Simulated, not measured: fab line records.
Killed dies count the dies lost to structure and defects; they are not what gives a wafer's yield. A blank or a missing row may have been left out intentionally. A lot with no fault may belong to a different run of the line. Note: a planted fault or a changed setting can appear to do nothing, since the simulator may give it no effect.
2 desks looking at one fault	flow sky130	only its own numbers are on each desk; what lay behind them is given at the end

== THE TOOL OWNER'S DESK: implanter-03 ==
The tool's own readings at SKY_LDD_LDN_IMPLANT_11, given as means over the sampled wafers that have a number, one for each lot that went through this tool. If a lot's mean is further than 4 standard deviations from the usual mean, the lot is out of limits and carries the mark OUT (the distance appears in the brackets).
Columns: A = dose-ions-cm2 at SKY_LDD_LDN_IMPLANT_11, usual 1.2502e+13
lot	first seen here	A
L868	day 22 13:14	1.2509e+13
L871	day 24 04:01	1.2500e+13
L878	day 26 23:50	1.2091e+13 (-27) OUT
L879	day 27 01:58	1.2088e+13 (-28) OUT
L888	day 30 00:52	1.2507e+13
This desk's verdict: out of limits on L878, L879, starting with L878 at day 26 23:50 (dose-ions-cm2 at SKY_LDD_LDN_IMPLANT_11). Within limits: L868, L871, L888.

== AT THE METROLOGY DESK ==
Means of the sampled wafers that have a number, per lot and without regard to the tool the lot ran on: this is what the gauges read. If a lot's mean is further than 4 standard deviations from the usual mean, the lot is out of limits and carries the mark OUT (the distance appears in the brackets).
Columns: A = LDD_P_OVL at SKY_LDD_P_OVL_MEAS_08, usual 1.1 nm; B = cd-nm at SKY_POLY_CUT_CD_MEAS_08, usual 269.5 nm
lot	first seen here	A	B
L868	day 18 16:56	1.9	270.5
L869	day 19 06:50	-1.2	268.3
L870	day 19 22:12	1.5	270.8
L871	day 20 08:07	1.8	269.1
L878	day 23 07:26	2.1	269.7
L879	day 23 08:59	2.9	272.2
L880	day 23 17:57	2.2	268.7
L881	day 23 21:17	-0.4	268.9
L884	day 25 07:14	1.5	270.8
L887	day 26 05:48	0.3	271.2
L886	day 26 06:14	-0.3	269.9
L888	day 26 10:20	0.8	270.2
L891	day 27 06:31	1.1	268.5
This desk's verdict: no lot among the 13 shows anything out of limits.

== PUT TOGETHER ==
At day 26 23:50, on L878, L879, the tool owner's desk was in a position to raise an alarm.
At the metrology desk, nothing out of limits was observed.
The metrology desk has L878, L879 on record, within its limits.
On implanter-03, each named lot ran SKY_LDD_LDN_IMPLANT_11.

== WHAT HAD BEEN PUT IN BY THE SIMULATOR ==
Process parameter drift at SKY_LDD_LDN_IMPLANT_11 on implanter-03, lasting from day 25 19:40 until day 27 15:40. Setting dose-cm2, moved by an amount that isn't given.
Struck lots among those shown: L878, L879.
Hours from the fault's start to each desk's first reading out of limits: the tool owner's desk, 28.
